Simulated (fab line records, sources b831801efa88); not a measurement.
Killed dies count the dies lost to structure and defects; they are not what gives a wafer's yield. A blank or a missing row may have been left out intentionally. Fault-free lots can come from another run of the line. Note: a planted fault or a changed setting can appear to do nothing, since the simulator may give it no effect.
fab line records	flow sky130
[record] lots = 5	wafers = 15	lastDay = 49
route steps=708 shown FIELD_ISO@2
lots with no fault: from the same line, run without faults
startH: the number of hours between the record's first day and the start of the first shown wafer of the lot	waitH: how many hours have passed since the lot's step before this one	" the same as in the row above	L1.1+2: a row that stands for several wafers	- no value, or no start given	* or withheld: withheld	< > ~ a bound
route shown NAME@n: names a module that has steps shown in the file, with the first one's number in the route	usual: mean and standard deviation over wafers with no fault	same: alike in all rows	chamber/n: place in a boat	sites: readings site by site	_std_site: their standard deviation	_edge_site: inner sites' mean taken away from outer sites' mean	radiusMm: how far each site lies from the wafer's centre	mask NAME#n: copy n	behind: tool/chamber where the wafer was last shaped	hold: cause of the lot's hold/its duration in hours/its outcome	device: names the non-switching transistor (n, p or np)	end of line: tests of these same wafers at the route's end	step lacking rows: just its recipe	killed: count of dies lost to structure and defects at first sort (not the wafer's yield)	map: per-die view of a wafer (x killed, . not killed, _ where there is no die)
set.NAME: the setting as run; set.NAME@STEP: as run at that earlier step	model.NAME: the simulator's own value behind a step, which no gauge read
certain route steps with their lots: each step a table, each wafer a row
services: the hour from which a tool's chamber was out of use, counted from the record's first day as startH (under 0 if before that day), plus the number of hours and why
[[steps]]
[step SKY_FIELD_ISO_OXIDATION_01]
[recipe] tempC = 900	ambient = O2	stabiliseS = 600	purgeS = 300	targetThkA = 120	oxTimeS = 1843
[usual] zonePowerUpperPct = 18.9/0.34
lot.wafer	tool	chamber	startH	waitH	zonePowerUpperPct
L076.1	furnace-01	0	20.96	0.9	19.0
L076.4	"	0	"	"	19.1
L076.6	"	0	"	"	19.3
L080.3	furnace-02	0	43.03	3.0	18.6
L080.5	"	0	"	"	18.5
L080.6	"	0	"	"	18.4
L082.2	furnace-01	0	50.40	0.4	19.2
L082.3	"	0	"	"	19.0
L082.4	"	0	"	"	19.4
L091.1	furnace-02	0	95.12	0.1	18.4
L091.4	"	0	"	"	18.7
L091.6	"	0	"	"	18.5
L093.1	furnace-01	0	107.49	2.5	19.5
L093.2	"	0	"	"	18.7
L093.5	"	0	"	"	19.2
[step SKY_FIELD_ISO_THK_MEAS_02]
[recipe] reads = SiO2_of_FIELD_ISO_OXIDATION_01
[usual] FIELD_ISO_OXIDATION_00_THK = 12.02/0.2
lot.wafer	tool	chamber	startH	waitH	FIELD_ISO_OXIDATION_00_THK[nm]
L076.1	filmMetro-04	-	22.47	0.0	11.92
L076.4	"	-	"	"	11.88
L076.6	"	-	"	"	11.91
L080.3	filmMetro-03	-	44.56	0.0	12.17
L080.5	"	-	"	"	12.32
L080.6	"	-	"	"	12.38
L082.2	filmMetro-03	-	51.92	0.0	12.18
L082.3	"	-	"	"	12.43
L082.4	"	-	"	"	12.42
L091.1	filmMetro-03	-	96.63	0.0	12.03
L091.4	"	-	"	"	12.05
L091.6	"	-	"	"	11.97
L093.1	filmMetro-04	-	109.00	0.0	11.86
L093.2	"	-	"	"	12.13
L093.5	"	-	"	"	12.13
[step SKY_FIELD_ISO_CVD_03]
[recipe] material = Si3N4	precursor = DCS/NH3	targetThkNm = 165	tempC = 770	timeS = 2830	pressureMtorr = 250
[usual] zonePowerUpperPct = 13.0/0.72
[same] timeS = 2830
lot.wafer	tool	chamber	startH	waitH	zonePowerUpperPct
L076.1	lpcvd-02	0	22.75	0.3	13.7
L076.4	"	0	"	"	13.7
L076.6	"	0	"	"	13.8
L080.3	lpcvd-02	1	44.60	0.0	12.3
L080.5	"	1	"	"	12.4
L080.6	"	1	"	"	12.4
L082.2	lpcvd-02	1	51.97	0.0	12.2
L082.3	"	1	"	"	12.4
L082.4	"	1	"	"	12.4
L091.1	lpcvd-02	0	96.69	0.1	13.7
L091.4	"	0	"	"	13.6
L091.6	"	0	"	"	13.8
L093.1	lpcvd-02	1	109.06	0.1	12.2
L093.2	"	1	"	"	12.2
L093.5	"	1	"	"	12.3
[step SKY_FIELD_ISO_THK_MEAS_04]
[recipe] reads = Si3N4_of_FIELD_ISO_CVD_03
[usual] FIELD_ISO_CVD_03_THK = 165.9/1.5
lot.wafer	tool	chamber	startH	waitH	FIELD_ISO_CVD_03_THK[nm]
L076.1	filmMetro-01	-	24.54	0.0	165.3
L076.4	"	-	"	"	167.2
L076.6	"	-	"	"	166.9
L080.3	filmMetro-04	-	46.41	0.0	166.3
L080.5	"	-	"	"	167.7
L080.6	"	-	"	"	166.0
L082.2	filmMetro-01	-	53.77	0.0	167.0
L082.3	"	-	"	"	168.2
L082.4	"	-	"	"	168.0
L091.1	filmMetro-01	-	98.48	0.0	167.6
L091.4	"	-	"	"	165.5
L091.6	"	-	"	"	167.0
L093.1	filmMetro-03	-	110.85	0.0	163.7
L093.2	"	-	"	"	165.7
L093.5	"	-	"	"	166.0
[step SKY_FIELD_ISO_DEHYDRATE_05]
[recipe] tempC = 200	timeS = 60
[same] timeS = 60
lot.wafer	tool	chamber	startH	waitH
L076.1+4+6	lithoTrack-04	0	32.01	7.5
L080.3+5+6	lithoTrack-04	0	53.61	7.2
L082.2+3+4	lithoTrack-02	0	60.44	6.7
L091.1+4+6	lithoTrack-03	0	106.64	8.2
L093.1+2+5	lithoTrack-03	0	118.89	8.0
[step SKY_FIELD_ISO_HMDS_06]
[recipe] primeTimeS = 60	primeTempC = 120
lot.wafer	tool	chamber	startH	waitH
L076.1+4+6	lithoTrack-04	0	32.16	0.1
L080.3+5+6	lithoTrack-04	0	53.76	0.1
L082.2+3+4	lithoTrack-02	0	60.59	0.1
L091.1+4+6	lithoTrack-03	0	106.79	0.1
L093.1+2+5	lithoTrack-03	0	119.04	0.1
[step SKY_FIELD_ISO_COAT_07]
[recipe] resist = BARC	tempC = withheld	timeS = withheld	spinRpm = 3000	resistThkNm = 60
lot.wafer	tool	chamber	startH	waitH
L076.1+4+6	lithoTrack-04	0	32.31	0.1
L080.3+5+6	lithoTrack-04	0	53.91	0.1
L082.2+3+4	lithoTrack-02	0	60.74	0.1
L091.1+4+6	lithoTrack-03	0	106.94	0.1
L093.1+2+5	lithoTrack-03	0	119.19	0.1
[step SKY_FIELD_ISO_COAT_08]
[recipe] resist = KrF-thick	spinRpm = 3000	resistThkNm = 450
lot.wafer	tool	chamber	startH	waitH
L076.1+4+6	lithoTrack-04	0	-	-
L080.3+5+6	lithoTrack-04	0	-	-
L082.2+3+4	lithoTrack-02	0	-	-
L091.1+4+6	lithoTrack-03	0	-	-
L093.1+2+5	lithoTrack-03	0	-	-
[step SKY_FIELD_ISO_SOFTBAKE_09]
[recipe] tempC = 100	timeS = 90	resist = KrF-thick
[same] timeS = 90
lot.wafer	tool	chamber	startH	waitH
L076.1+4+6	lithoTrack-04	0	-	-
L080.3+5+6	lithoTrack-04	0	-	-
L082.2+3+4	lithoTrack-02	0	-	-
L091.1+4+6	lithoTrack-03	0	-	-
L093.1+2+5	lithoTrack-03	0	-	-
[step SKY_FIELD_ISO_EXPOSE_10]
[recipe] maskId = FOM	na = 0.68	sourceShape = annular	sigmaInner = 0.4	sigmaOuter = 0.8	targetCdNm = 150	doseMj = 28
[usual] stageVelMmS = 499.97/0.26
lot.wafer	tool	chamber	startH	waitH	mask	stageVelMmS
L076.1	krfScanner-01	0	-	-	FOM#0	500.28
L076.4	"	0	"	"	FOM#0	500.51
L076.6	"	0	"	"	FOM#0	499.83
L080.3	krfScanner-01	0	-	-	FOM#0	499.81
L080.5	"	0	"	"	FOM#0	500.29
L080.6	"	0	"	"	FOM#0	499.47
L082.2	krfScanner-01	0	-	-	FOM#0	499.82
L082.3	"	0	"	"	FOM#0	499.64
L082.4	"	0	"	"	FOM#0	500.00
L091.1	krfScanner-01	0	-	-	FOM#0	499.95
L091.4	"	0	"	"	FOM#0	499.89
L091.6	"	0	"	"	FOM#0	500.07
L093.1	krfScanner-02	0	-	-	FOM#0	499.87
L093.2	"	0	"	"	FOM#0	499.75
L093.5	"	0	"	"	FOM#0	499.97
[step SKY_FIELD_ISO_PEB_11]
[recipe] pebTempC = withheld	pebTimeS = withheld	resist = KrF-thick
lot.wafer	tool	chamber	startH	waitH
L076.1+4+6	lithoTrack-03	0	-	-
L080.3+5+6	lithoTrack-04	0	-	-
L082.2+3+4	lithoTrack-04	0	-	-
L091.1+4+6	lithoTrack-02	0	-	-
L093.1+2+5	lithoTrack-03	0	-	-
[step SKY_FIELD_ISO_DEVELOP_12]
[recipe] developTimeS = 60	resist = KrF-thick	devTempC = 21
[same] developTimeS = 60
lot.wafer	tool	chamber	startH	waitH
L076.1+4+6	lithoTrack-03	0	-	-
L080.3+5+6	lithoTrack-04	0	-	-
L082.2+3+4	lithoTrack-04	0	-	-
L091.1+4+6	lithoTrack-02	0	-	-
L093.1+2+5	lithoTrack-03	0	-	-
[step SKY_FIELD_ISO_CD_MEAS_13]
[recipe] targetCdNm = 150
[usual] cdNm = 150.0/1.4
lot.wafer	tool	chamber	startH	waitH	cdNm
L076.1	cdSem-01	-	40.14	-	148.9
L076.4	"	-	"	"	149.8
L076.6	"	-	"	"	148.7
L080.3	cdSem-02	-	61.35	-	150.2
L080.5	"	-	"	"	150.3
L080.6	"	-	"	"	150.3
L082.2	cdSem-02	-	69.53	-	148.3
L082.3	"	-	"	"	148.8
L082.4	"	-	"	"	148.6
L091.1	cdSem-02	-	115.51	-	152.6
L091.4	"	-	"	"	152.8
L091.6	"	-	"	"	151.2
L093.1	cdSem-01	-	129.14	-	150.0
L093.2	"	-	"	"	148.1
L093.5	"	-	"	"	149.8
[step SKY_FIELD_ISO_ETCH_14]
[recipe] chemistry = N2/H2	target = BARC	ionEnergyEv = 200	sourceW = 500	biasW = 100	pressureMtorr = 30	n2FlowSccm = 100	h2FlowSccm = 200	stopOn = SiO2	timeS = 45.9	targetDepthA = 600
[usual] drypumpMotorCurrentA = 5.9/0.43	oesProductAu = 0.855/0.0042	throttleValvePct = 13.224/0.01
[same] timeS = 45.9
lot.wafer	tool	chamber	startH	waitH	drypumpMotorCurrentA	oesProductAu	rfHoursCounterH	throttleValvePct
L076.1	rieDiel-04	0	40.26	0.1	5.6	0.852	130	13.226
L076.4	"	3	"	"	6.6	0.847	145	13.196
L076.6	"	0	"	"	5.6	0.859	-	13.239
L080.3	rieDiel-02	0	61.43	0.1	6.0	0.852	17	13.227
L080.5	"	2	"	"	5.8	0.852	-	13.236
L080.6	"	3	"	"	6.0	0.858	-	13.214
L082.2	rieDiel-04	1	69.63	0.1	6.1	0.855	164	13.213
L082.3	"	2	"	"	5.3	0.852	35	13.218
L082.4	"	0	"	"	5.6	0.854	130	13.237
L091.1	rieDiel-01	0	115.63	0.1	6.6	0.859	120	13.218
L091.4	"	1	"	"	5.9	0.856	84	13.212
L091.6	"	2	"	"	5.1	0.854	-	13.241
L093.1	rieDiel-04	3	129.26	0.1	6.6	0.864	147	13.223
L093.2	"	0	"	"	5.6	0.858	132	13.232
L093.5	"	2	"	"	5.3	0.858	-	13.213
[step SKY_FIELD_ISO_ETCH_15]
[recipe] chemistry = CHF3/O2	targetDepthNm = 180	stopOn = Si	sourceW = 600	biasW = 200	pressureMtorr = 40	chf3FlowSccm = 50	O2_flow_sccm = 5	timeS = 72
[usual] drypumpMotorCurrentA = 5.9/0.42	oesProductAu = 0.948/0.0073	throttleValvePct = 8.846/0.0093
[same] timeS = 72
lot.wafer	tool	chamber	startH	waitH	drypumpMotorCurrentA	oesProductAu	rfHoursCounterH	throttleValvePct
L076.1	rieDiel-04	0	40.31	0.0	5.6	0.943	130	8.854
L076.4	"	3	"	"	6.6	0.952	145	8.851
L076.6	"	0	"	"	5.6	0.944	-	8.848
L080.3	rieDiel-02	0	61.47	0.0	6.0	0.950	17	8.839
L080.5	"	2	"	"	5.7	0.949	-	8.837
L080.6	"	3	"	"	6.0	0.945	-	8.852
L082.2	rieDiel-04	1	69.67	0.0	6.1	0.949	164	8.848
L082.3	"	2	"	"	5.3	0.949	35	8.844
L082.4	"	0	"	"	5.6	0.951	130	8.870
L091.1	rieDiel-01	0	115.67	0.0	6.6	0.957	120	8.846
L091.4	"	1	"	"	5.9	0.952	84	8.852
L091.6	"	2	"	"	5.1	0.952	-	8.841
L093.1	rieDiel-04	3	129.31	0.0	6.6	0.948	147	8.847
L093.2	"	0	"	"	5.6	0.951	132	8.846
L093.5	"	2	"	"	5.3	0.952	-	8.830
[step SKY_FIELD_ISO_STRIP_16]
[recipe] chemistry = O2/N2	powerW = 1400	pressureMtorr = 1500	platenTempC = withheld	o2FlowSccm = 3000	n2FlowSccm = 300	overashFraction = 0.5
[usual] drypumpMotorCurrentA = 6.10/0.28	o2FlowSccm = 3000/9.1	oesProductAu = 0.378/0.0047	stripTimeToEndpointS = 3.55/0.035
lot.wafer	tool	chamber	startH	waitH	drypumpMotorCurrentA	o2FlowSccm	oesProductAu	rfHoursCounterH	stripTimeToEndpointS
L076.1	plasmaAsher-01	1	40.36	0.0	5.70	2991	0.381	38	3.57
L076.4	"	0	"	"	5.86	3017	0.379	-	3.51
L076.6	"	1	"	"	5.71	2981	0.378	-	3.57
L080.3	plasmaAsher-04	1	61.56	0.1	6.44	2993	0.376	-	3.55
L080.5	"	1	"	"	6.45	2996	0.379	-	3.53
L080.6	"	0	"	"	6.43	3017	0.379	-	3.54
L082.2	plasmaAsher-01	1	69.73	0.0	5.71	3002	0.384	40	3.62
L082.3	"	1	"	"	5.70	2996	0.375	-	3.58
L082.4	"	0	"	"	5.87	2991	0.379	-	3.59
L091.1	plasmaAsher-03	1	115.73	0.0	6.32	3004	0.382	32	3.52
L091.4	"	0	"	"	6.08	2993	0.379	-	3.57
L091.6	"	0	"	"	6.04	3004	0.383	-	3.55
L093.1	plasmaAsher-03	1	129.36	0.0	6.30	2991	0.372	33	3.51
L093.2	"	0	"	"	6.04	3011	0.380	33	3.59
L093.5	"	1	"	"	6.30	3014	0.385	-	3.60
[step SKY_FIELD_ISO_ETCH_17]
[recipe] targetDepthA = 3420	maskMaterial = Si3N4	chemistry = HBr/Cl2/O2	target = Si	taperDeg = 5	icpW = 600	biasW = 150	pressureMtorr = 15	HBr_flow_sccm = 150	Cl2_flow_sccm = 40	O2_flow_sccm = 6	timeS = 97.7
[usual] drypumpMotorCurrentA = 5.7/0.41	oesProductAu = 1.003/0.011	throttleValvePct = 25.654/0.012
[same] timeS = 97.7
lot.wafer	tool	chamber	startH	waitH	drypumpMotorCurrentA	oesProductAu	rfHoursCounterH	throttleValvePct
L076.1	rieSi-02	1	40.46	0.1	5.0	1.000	129	25.661
L076.4	"	1	"	"	5.0	0.985	-	25.669
L076.6	"	3	"	"	5.6	0.994	-	25.663
L080.3	rieSi-01	1	61.63	0.0	5.2	1.006	142	25.637
L080.5	"	3	"	"	5.9	1.010	-	25.647
L080.6	"	0	"	"	5.6	1.003	-	25.660
L082.2	rieSi-01	1	69.83	0.1	5.2	1.005	142	25.656
L082.3	"	3	"	"	6.0	1.001	79	25.645
L082.4	"	0	"	"	5.6	0.992	110	25.640
L091.1	rieSi-02	2	115.83	0.1	6.1	1.003	58	25.650
L091.4	"	1	"	"	5.0	0.984	130	25.653
L091.6	"	0	"	"	5.5	0.996	-	25.674
L093.1	rieSi-02	1	129.46	0.1	5.0	0.984	130	25.667
L093.2	"	3	"	"	5.6	1.009	1	25.661
L093.5	"	0	"	"	5.5	0.991	-	25.671
[step SKY_FIELD_ISO_WET_ETCH_18]
[recipe] chemistry = H3PO4	targetDepthNm = 25	tempC = 160	target = Si3N4	timeS = 286
[same] timeS = 286
lot.wafer	tool	chamber	startH	waitH
L076.1+4+6	wetBench-03	0	40.53	0.0
L080.3+5+6	wetBench-03	1	61.70	0.0
L082.2+3+4	wetBench-01	0	69.90	0.0
L091.1+4+6	wetBench-01	1	115.90	0.0
L093.1+2+5	wetBench-03	1	129.53	0.0
[step SKY_FIELD_ISO_CLEAN_19]
[recipe] chemistry = SC1/SC2	mix = 1:4:20	tempC = 70	timeS = 150
[same] timeS = 150
lot.wafer	tool	chamber	startH	waitH
L076.1+4+6	wetBench-04	3	40.63	0.0
L080.3+5+6	wetBench-04	1	61.79	0.0
L082.2+3+4	wetBench-03	0	69.99	0.0
L091.1+4+6	wetBench-04	1	116.00	0.0
L093.1+2+5	wetBench-04	2	129.62	0.0
[step SKY_FIELD_ISO_CLEAN_20]
[recipe] chemistry = dHF	timeS = 20	dilution = 100:1
[same] timeS = 20
lot.wafer	tool	chamber	startH	waitH
L076.1+4+6	wetBench-01	2	40.68	0.0
L080.3+5+6	wetBench-03	1	61.84	0.0
L082.2+3+4	wetBench-01	0	70.04	0.0
L091.1+4+6	wetBench-03	1	116.05	0.0
L093.1+2+5	wetBench-01	3	129.67	0.0
[step SKY_FIELD_ISO_WET_ETCH_21]
[recipe] chemistry = dHF	dilution = 100:1	targetDepthNm = 20	dry = ipaMarangoni	target = SiO2	tempC = 25	timeS = 400
[same] timeS = 400
lot.wafer	tool	chamber	startH	waitH
L076.1+4+6	wetBench-03	2	40.69	0.0
L080.3+5+6	wetBench-01	2	61.86	0.0
L082.2+3+4	wetBench-03	1	70.06	0.0
L091.1+4+6	wetBench-01	2	116.06	0.0
L093.1+2+5	wetBench-03	3	129.68	0.0
[step SKY_FIELD_ISO_OXIDATION_22]
[recipe] tempC = 950	ambient = O2	stabiliseS = 600	purgeS = 300	targetThkA = 100	oxTimeS = 623
[usual] zonePowerUpperPct = 21.4/0.37
lot.wafer	tool	chamber	startH	waitH	zonePowerUpperPct
L076.1	furnace-02	0	41.86	1.0	21.2
L076.4	"	0	"	"	21.1
L076.6	"	0	"	"	21.0
L080.3	furnace-01	0	62.66	0.7	21.8
L080.5	"	0	"	"	21.8
L080.6	"	0	"	"	21.8
L082.2	furnace-02	0	71.61	1.4	21.2
L082.3	"	0	"	"	21.1
L082.4	"	0	"	"	20.8
L091.1	furnace-02	0	118.67	2.5	20.7
L091.4	"	0	"	"	21.0
L091.6	"	0	"	"	20.8
L093.1	furnace-02	0	129.80	0.0	21.2
L093.2	"	0	"	"	21.1
L093.5	"	0	"	"	21.1
[step SKY_FIELD_ISO_THK_MEAS_23]
[recipe] reads = SiO2_of_FIELD_ISO_OXIDATION_22
[usual] FIELD_ISO_OXIDATION_01_THK = 9.94/0.16
lot.wafer	tool	chamber	startH	waitH	FIELD_ISO_OXIDATION_01_THK[nm]
L076.1	filmMetro-01	-	43.09	0.1	10.15
L076.4	"	-	"	"	10.12
L076.6	"	-	"	"	10.07
L080.3	filmMetro-04	-	63.85	0.0	9.72
L080.5	"	-	"	"	9.79
L080.6	"	-	"	"	9.69
L082.2	filmMetro-03	-	72.79	0.0	9.71
L082.3	"	-	"	"	9.75
L082.4	"	-	"	"	9.73
L091.1	filmMetro-03	-	119.85	0.0	9.80
L091.4	"	-	"	"	9.90
L091.6	"	-	"	"	9.87
L093.1	filmMetro-03	-	130.98	0.0	10.04
L093.2	"	-	"	"	9.79
L093.5	"	-	"	"	9.94
[step SKY_FIELD_ISO_CVD_24]
[recipe] material = SiO2	targetThkNm = 595	tempC = 650	sigmaOpenFrac = 0.3	timeS = 99.2	sih4FlowSccm = 60	pressureMtorr = 6
[usual] sih4FlowSccm = 60.00/0.17
[same] timeS = 99.2
lot.wafer	tool	chamber	startH	waitH	sih4FlowSccm
L076.1	hdpcvd-01	0	43.15	0.1	59.82
L076.4	"	0	"	"	59.98
L076.6	"	1	"	"	60.14
L080.3	hdpcvd-01	2	63.89	0.0	59.97
L080.5	"	2	"	"	60.18
L080.6	"	1	"	"	60.07
L082.2	hdpcvd-01	2	72.84	0.0	60.22
L082.3	"	0	"	"	59.94
L082.4	"	1	"	"	59.84
L091.1	hdpcvd-02	0	119.91	0.1	60.14
L091.4	"	2	"	"	59.98
L091.6	"	1	"	"	60.12
L093.1	hdpcvd-01	1	131.04	0.1	59.93
L093.2	"	0	"	"	60.01
L093.5	"	2	"	"	59.84
[step SKY_FIELD_ISO_THK_MEAS_25]
[recipe] reads = SiO2_of_FIELD_ISO_CVD_24
[usual] FIELD_ISO_CVD_24_THK = 597/5.6
lot.wafer	tool	chamber	startH	waitH	FIELD_ISO_CVD_24_THK[nm]
L076.1	filmMetro-01	-	43.22	0.0	601
L076.4	"	-	"	"	608
L076.6	"	-	"	"	594
L080.3	filmMetro-03	-	63.98	0.1	593
L080.5	"	-	"	"	592
L080.6	"	-	"	"	595
L082.2	filmMetro-04	-	72.92	0.0	602
L082.3	"	-	"	"	601
L082.4	"	-	"	"	605
L091.1	filmMetro-04	-	119.98	0.0	591
L091.4	"	-	"	"	604
L091.6	"	-	"	"	599
L093.1	filmMetro-03	-	131.11	0.0	599
L093.2	"	-	"	"	604
L093.5	"	-	"	"	594
[step SKY_FIELD_ISO_ANNEAL_26]
[recipe] tempC = 1000	timeS = 1800	ambient = N2
[usual] zonePowerUpperPct = 23.9/0.41
[same] timeS = 1800
lot.wafer	tool	chamber	startH	waitH	zonePowerUpperPct
L076.1	furnace-01	0	44.66	1.4	24.4
L076.4	"	0	"	"	24.5
L076.6	"	0	"	"	24.5
L080.3	furnace-01	0	64.02	0.0	24.7
L080.5	"	0	"	"	23.9
L080.6	"	0	"	"	24.2
L082.2	furnace-01	0	73.40	0.5	24.0
L082.3	"	0	"	"	24.2
L082.4	"	0	"	"	24.2
L091.1	furnace-01	0	120.07	0.1	23.6
L091.4	"	0	"	"	23.9
L091.6	"	0	"	"	24.1
L093.1	furnace-02	0	133.74	2.6	23.6
L093.2	"	0	"	"	23.7
L093.5	"	0	"	"	23.7
[step SKY_FIELD_ISO_CMP_27]
[recipe] stopOn = Si3N4	tOverpolishS = 16	downForcePsi = 4	platenRpm = 60	targetThkNm = 457.8	padVelocityMS = 0.94248
[usual] headPressurePsi = 4.001/0.0083	motorCurrentA = 13.7/1.1	overpolishRunS = 15.999/0.009	timeToEndpointS = 114/3.9
lot.wafer	tool	chamber	startH	waitH	headPressurePsi	motorCurrentA	overpolishRunS	timeToEndpointS
L076.1	cmp-02	1	46.26	0.1	4.008	14.1	15.992	122
L076.4	"	2	"	"	4.005	14.8	15.995	124
L076.6	"	0	"	"	3.994	13.4	15.996	121
L080.3	cmp-01	0	65.52	0.0	3.995	12.6	15.996	109
L080.6	"	0	"	"	4.022	12.1	15.999	108
L080.5	"	1	"	"	4.000	12.0	16.016	108
L082.4	cmp-02	1	74.90	0.0	3.998	14.0	16.000	116
L082.2	"	3	"	"	3.998	15.1	16.001	113
L082.3	"	0	"	"	4.017	13.9	16.005	116
L091.1	cmp-02	1	121.62	0.1	3.995	13.0	15.992	111
L091.4	"	3	"	"	3.980	13.8	16.003	113
L091.6	"	0	"	"	3.999	14.2	16.007	112
L093.2	cmp-01	1	135.29	0.1	4.012	12.4	15.987	116
L093.1	"	3	"	"	3.983	11.6	15.997	113
L093.5	"	1	"	"	4.006	12.3	15.987	114
[[services]]
tool	chamber	startH	hours	kind
cmp-02	-	8.10	1.1	repair
rieDiel-02	-	10.64	2.8	pm
rieSi-01	1	10.77	18.6	repair
rieDiel-01	1	12.39	5.4	repair
rieDiel-01	0	12.50	16.3	repair
wetBench-04	-	12.94	4.4	pm
furnace-02	-	13.30	3.0	pm
krfScanner-01	-	13.86	0.8	repair
wetBench-04	-	29.91	4.3	repair
rieDiel-01	-	35.05	0.9	repair
rieSi-02	-	40.83	1.9	repair
krfScanner-01	-	57.47	1.0	pm
hdpcvd-01	-	59.55	2.8	pm
cmp-02	-	64.00	4.0	pm
krfScanner-01	-	79.28	0.5	repair
krfScanner-01	-	84.45	1.3	pm
furnace-02	-	87.26	2.8	pm
hdpcvd-01	1	89.59	16.0	repair
furnace-02	-	97.55	6.7	repair
hdpcvd-01	0	104.67	23.2	repair
rieDiel-04	1	107.21	5.2	repair
rieDiel-04	-	115.36	2.8	pm
wetBench-04	-	116.83	1.1	repair
furnace-01	-	130.02	4.0	pm
[[key]]
fault none
